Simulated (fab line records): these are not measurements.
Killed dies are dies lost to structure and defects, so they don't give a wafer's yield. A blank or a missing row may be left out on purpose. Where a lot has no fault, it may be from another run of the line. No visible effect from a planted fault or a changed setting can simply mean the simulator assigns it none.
Which tool is to blame? + flow sky130 + Sampling: 24 lots, 72 wafers, 4 of 708 route steps

== WHAT EACH GAUGE READ, for each wafer ==
SKY_CONTACT_BOW_MEAS_05. Usual: CONTACT_BOW 85 um, standard deviation 6.6.
| lot  | measured     | on            | CONTACT_BOW (um) | flag |
|------|--------------|---------------|------------------|------|
| L074 | day 31 02:43 | film-metro-02 | 96 86 84         |      |
| L075 | day 31 05:49 | film-metro-02 | 84 75 76         |      |
| L076 | day 31 17:16 | film-metro-01 | 86 98 90         |      |
| L077 | day 32 05:26 | film-metro-02 | 70 80 83         |      |
| L079 | day 32 17:02 | film-metro-03 | 90 84 74         |      |
| L078 | day 32 18:31 | film-metro-03 | 91 84 87         |      |
| L080 | day 33 02:01 | film-metro-03 | 78 86 75         |      |
| L081 | day 33 02:59 | film-metro-02 | 89 92 76         |      |
| L082 | day 33 08:29 | film-metro-01 | 88 86 78         |      |
| L084 | day 33 22:59 | film-metro-01 | 88 86 87         |      |
| L083 | day 34 00:47 | film-metro-01 | 76 94 75         |      |
| L085 | day 34 09:09 | film-metro-02 | 88 81 80         |      |
| L086 | day 34 11:49 | film-metro-01 | 84 88 83         |      |
| L087 | day 34 12:07 | film-metro-02 | 86 84 87         |      |
| L088 | day 34 22:00 | film-metro-02 | 81 67 82         |      |
| L089 | day 35 03:01 | film-metro-03 | 89 89 88         |      |
| L090 | day 35 12:20 | film-metro-03 | 77 86 84         |      |
| L091 | day 35 14:43 | film-metro-01 | 89 83 93         |      |
| L092 | day 36 02:46 | film-metro-02 | 77 75 85         |      |
| L093 | day 36 08:52 | film-metro-01 | 89 98 93         |      |
| L094 | day 36 14:22 | film-metro-01 | 86 89 86         |      |
| L095 | day 37 03:16 | film-metro-02 | 85 88 76         |      |
| L096 | day 37 03:56 | film-metro-01 | 87 90 78         |      |
| L097 | day 37 12:18 | film-metro-01 | 84 87 78         |      |

SKY_CAPM_OVL_MEAS_12. Usual: CAPM_OVL -0.8 nm, standard deviation 1.5.
| lot  | measured     | on         | CAPM_OVL (nm)  | flag |
|------|--------------|------------|----------------|------|
| L074 | day 38 00:58 | overlay-02 | 0.7 -2.0 -1.5  |      |
| L075 | day 38 02:49 | overlay-02 | -1.4 -0.6 1.6  |      |
| L076 | day 38 14:58 | overlay-01 | 0.9 -1.6 -3.0  |      |
| L077 | day 39 00:49 | overlay-02 | -0.3 0.9 1.9   |      |
| L079 | day 39 11:28 | overlay-02 | -1.5 -2.6 -2.0 |      |
| L078 | day 39 10:52 | overlay-02 | 0.7 0.3 1.2    |      |
| L080 | day 39 19:01 | overlay-01 | -3.4 -1.3 -1.6 |      |
| L081 | day 39 20:59 | overlay-01 | -1.6 0.2 -0.1  |      |
| L082 | day 40 00:59 | overlay-01 | -0.7 0.1 -2.0  |      |
| L084 | day 40 12:51 | overlay-02 | -2.1 -2.2 -0.5 |      |
| L083 | day 40 16:14 | overlay-02 | -3.7 -1.7 -2.8 |      |
| L085 | day 40 23:40 | overlay-01 | -3.4 -1.4 -0.2 |      |
| L086 | day 41 01:47 | overlay-01 | 1.2 2.5 -0.4   |      |
| L087 | day 41 02:23 | overlay-02 | 0.8 -0.7 1.1   |      |
| L088 | day 41 12:14 | overlay-02 | 0.9 -0.1 -0.8  |      |
| L089 | day 41 17:04 | overlay-01 | 0.2 -0.4 -0.2  |      |
| L090 | day 42 00:01 | overlay-02 | -0.5 -0.8 -0.7 |      |
| L091 | day 42 03:31 | overlay-01 | -2.0 -3.9 -2.3 |      |
| L092 | day 42 13:20 | overlay-01 | -2.5 -1.7 -0.8 |      |
| L093 | day 42 20:26 | overlay-01 | 1.1 0.9 1.2    |      |
| L094 | day 43 00:29 | overlay-01 | -2.7 -4.3 -3.0 |      |
| L095 | day 43 14:01 | overlay-02 | 1.9 0.0 2.0    |      |
| L096 | day 43 14:50 | overlay-01 | -1.0 -1.0 -2.4 |      |
| L097 | day 43 20:52 | overlay-01 | 1.3 -1.2 -1.0  |      |

== EACH LOT AND THE TOOL THAT RAN IT (in order: tool; ch and the chambers of the sampled wafers; start) ==
| lot  | SKY_CONTACT_SPUTTER_23       | SKY_VIA1_ETCH_14                   |
|------|------------------------------|------------------------------------|
| L074 | pvd-sputter-02, day 32 06:36 | rie-diel-03 ch 0,2, day 34 14:47   |
| L075 | pvd-sputter-02, day 32 09:37 | rie-diel-01 ch 0,2, day 34 17:32   |
| L076 | pvd-sputter-02, day 32 21:50 | rie-diel-03 ch 1,2, day 35 05:11   |
| L077 | pvd-sputter-03, day 33 09:38 | rie-diel-03 ch 0,2, day 35 16:35   |
| L079 | pvd-sputter-04, day 33 20:19 | rie-diel-04 ch 1,2,3, day 36 03:44 |
| L078 | pvd-sputter-04, day 33 21:50 | rie-diel-01 ch 0,1,2, day 36 04:13 |
| L080 | pvd-sputter-03, day 34 05:47 | rie-diel-03 ch 0,2, day 36 11:41   |
| L081 | pvd-sputter-02, day 34 07:08 | rie-diel-04 ch 0,3, day 36 13:44   |
| L082 | pvd-sputter-02, day 34 10:50 | rie-diel-01 ch 1,2, day 36 17:02   |
| L084 | pvd-sputter-02, day 35 01:25 | rie-diel-04 ch 0,1,3, day 37 06:59 |
| L083 | pvd-sputter-03, day 35 03:40 | rie-diel-04 ch 2,3, day 37 09:08   |
| L085 | pvd-sputter-02, day 35 12:10 | rie-diel-04 ch 0,1,2, day 37 18:02 |
| L086 | pvd-sputter-04, day 35 15:13 | rie-diel-03 ch 2,3, day 37 19:41   |
| L087 | pvd-sputter-03, day 35 15:21 | rie-diel-04 ch 0,2,3, day 37 20:01 |
| L088 | pvd-sputter-02, day 36 00:33 | rie-diel-01 ch 1,2,3, day 38 05:10 |
| L089 | pvd-sputter-02, day 36 06:05 | rie-diel-01 ch 1,3, day 38 11:35   |
| L090 | pvd-sputter-02, day 36 14:26 | rie-diel-03 ch 0,1,2, day 38 17:59 |
| L091 | pvd-sputter-03, day 36 17:05 | rie-diel-03 ch 0,1,2, day 38 21:47 |
| L092 | pvd-sputter-03, day 37 05:20 | rie-diel-03 ch 0,1,3, day 39 09:46 |
| L093 | pvd-sputter-03, day 37 11:26 | rie-diel-04 ch 0,1,2, day 39 15:45 |
| L094 | pvd-sputter-04, day 37 16:04 | rie-diel-03 ch 1,2,3, day 39 19:23 |
| L095 | pvd-sputter-04, day 38 05:32 | rie-diel-01 ch 0,1,2, day 40 10:35 |
| L096 | pvd-sputter-03, day 38 06:27 | rie-diel-03 ch 0,1,3, day 40 10:56 |
| L097 | pvd-sputter-02, day 38 13:56 | rie-diel-04 ch 0,1,3, day 40 17:40 |
- SKY_CONTACT_SPUTTER_23: material TiN, target thk 20 nm, time 80 s.
- SKY_VIA1_ETCH_14: etches BARC in N2/H2, stops on SiO2, time 45.9 s, target depth 60 nm.

== AS READ BY THE TOOLS THEMSELVES (means over the sampled wafers that have a number; for cases with no such wafer, the mark the record gives instead) ==
SKY_CONTACT_SPUTTER_23. Usual: 30.3 % for throttle-valve-pct, sd 1.5.
| lot  | tool           | throttle-valve-pct (%) | flag |
|------|----------------|------------------------|------|
| L074 | pvd-sputter-02 | 32.5                   |      |
| L075 | pvd-sputter-02 | 31.0                   |      |
| L076 | pvd-sputter-02 | 31.5                   |      |
| L077 | pvd-sputter-03 | 29.5                   |      |
| L079 | pvd-sputter-04 | 28.4                   |      |
| L078 | pvd-sputter-04 | 30.0                   |      |
| L080 | pvd-sputter-03 | 29.3                   |      |
| L081 | pvd-sputter-02 | 31.8                   |      |
| L082 | pvd-sputter-02 | 30.7                   |      |
| L084 | pvd-sputter-02 | 31.2                   |      |
| L083 | pvd-sputter-03 | 29.6                   |      |
| L085 | pvd-sputter-02 | 31.5                   |      |
| L086 | pvd-sputter-04 | 29.9                   |      |
| L087 | pvd-sputter-03 | 29.2                   |      |
| L088 | pvd-sputter-02 | 30.6                   |      |
| L089 | pvd-sputter-02 | 30.9                   |      |
| L090 | pvd-sputter-02 | 32.4                   |      |
| L091 | pvd-sputter-03 | 29.1                   |      |
| L092 | pvd-sputter-03 | 29.5                   |      |
| L093 | pvd-sputter-03 | 30.4                   |      |
| L094 | pvd-sputter-04 | 30.0                   |      |
| L095 | pvd-sputter-04 | 29.5                   |      |
| L096 | pvd-sputter-03 | 29.1                   |      |
| L097 | pvd-sputter-02 | 30.7                   |      |

SKY_VIA1_ETCH_14. Usual: drypump-motor-current-A 5.9 A, standard deviation 0.41; oes-product-au 0.854 a.u., standard deviation 0.0053; throttle-valve-pct 13.223 %, standard deviation 0.0096.
| lot  | tool        | drypump-motor-current-A (A) | oes-product-au (a.u.) | throttle-valve-pct (%) | flag |
|------|-------------|-----------------------------|-----------------------|------------------------|------|
| L074 | rie-diel-03 | 5.9                         | 0.853                 | 13.219                 |      |
| L075 | rie-diel-01 | 5.6                         | 0.848                 | 13.224                 |      |
| L076 | rie-diel-03 | 5.8                         | 0.859                 | 13.221                 |      |
| L077 | rie-diel-03 | 6.2                         | 0.857                 | 13.229                 |      |
| L079 | rie-diel-04 | 5.5                         | 0.861                 | 13.223                 |      |
| L078 | rie-diel-01 | 5.9                         | 0.852                 | 13.228                 |      |
| L080 | rie-diel-03 | 6.3                         | 0.859                 | 13.220                 |      |
| L081 | rie-diel-04 | 5.4                         | 0.854                 | 13.226                 |      |
| L082 | rie-diel-01 | 5.6                         | 0.852                 | 13.220                 |      |
| L084 | rie-diel-04 | 5.5                         | 0.854                 | 13.222                 |      |
| L083 | rie-diel-04 | 5.5                         | 0.856                 | 13.232                 |      |
| L085 | rie-diel-04 | 5.6                         | 0.853                 | 13.229                 |      |
| L086 | rie-diel-03 | 5.9                         | 0.855                 | 13.223                 |      |
| L087 | rie-diel-04 | 5.5                         | 0.854                 | 13.219                 |      |
| L088 | rie-diel-01 | 5.8                         | 0.854                 | 13.221                 |      |
| L089 | rie-diel-01 | 6.0                         | 0.855                 | 13.216                 |      |
| L090 | rie-diel-03 | 6.1                         | 0.853                 | 13.222                 |      |
| L091 | rie-diel-03 | 6.1                         | 0.858                 | 13.226                 |      |
| L092 | rie-diel-03 | 6.4                         | 0.853                 | 13.228                 |      |
| L093 | rie-diel-04 | 5.6                         | 0.851                 | 13.232                 |      |
| L094 | rie-diel-03 | 6.0                         | 0.855                 | 13.218                 |      |
| L095 | rie-diel-01 | 5.9                         | 0.855                 | 13.232                 |      |
| L096 | rie-diel-03 | 6.3                         | 0.853                 | 13.226                 |      |
| L097 | rie-diel-04 | 5.5                         | 0.854                 | 13.222                 |      |

== THE ANSWER, worked out from the rows above alone ==
Rule: lot off if the mean of its wafers having a number is beyond 3 standard deviations from the usual mean. Also off: a lot with no number at a reading for which 4 or more lots have one. All remaining lots with rows at the step are treated as sound. The gauges are gone through in route order, then the tools' own readings, and for those a lot's mean is taken as printed above. The first step at which some lot is off is used, and at that step the reading that is off furthest; a lot without a number counts as furthest.
No lot is off at any reading shown: from this, nothing can be told.

== WHAT THE SIMULATOR HAD INSERTED ==
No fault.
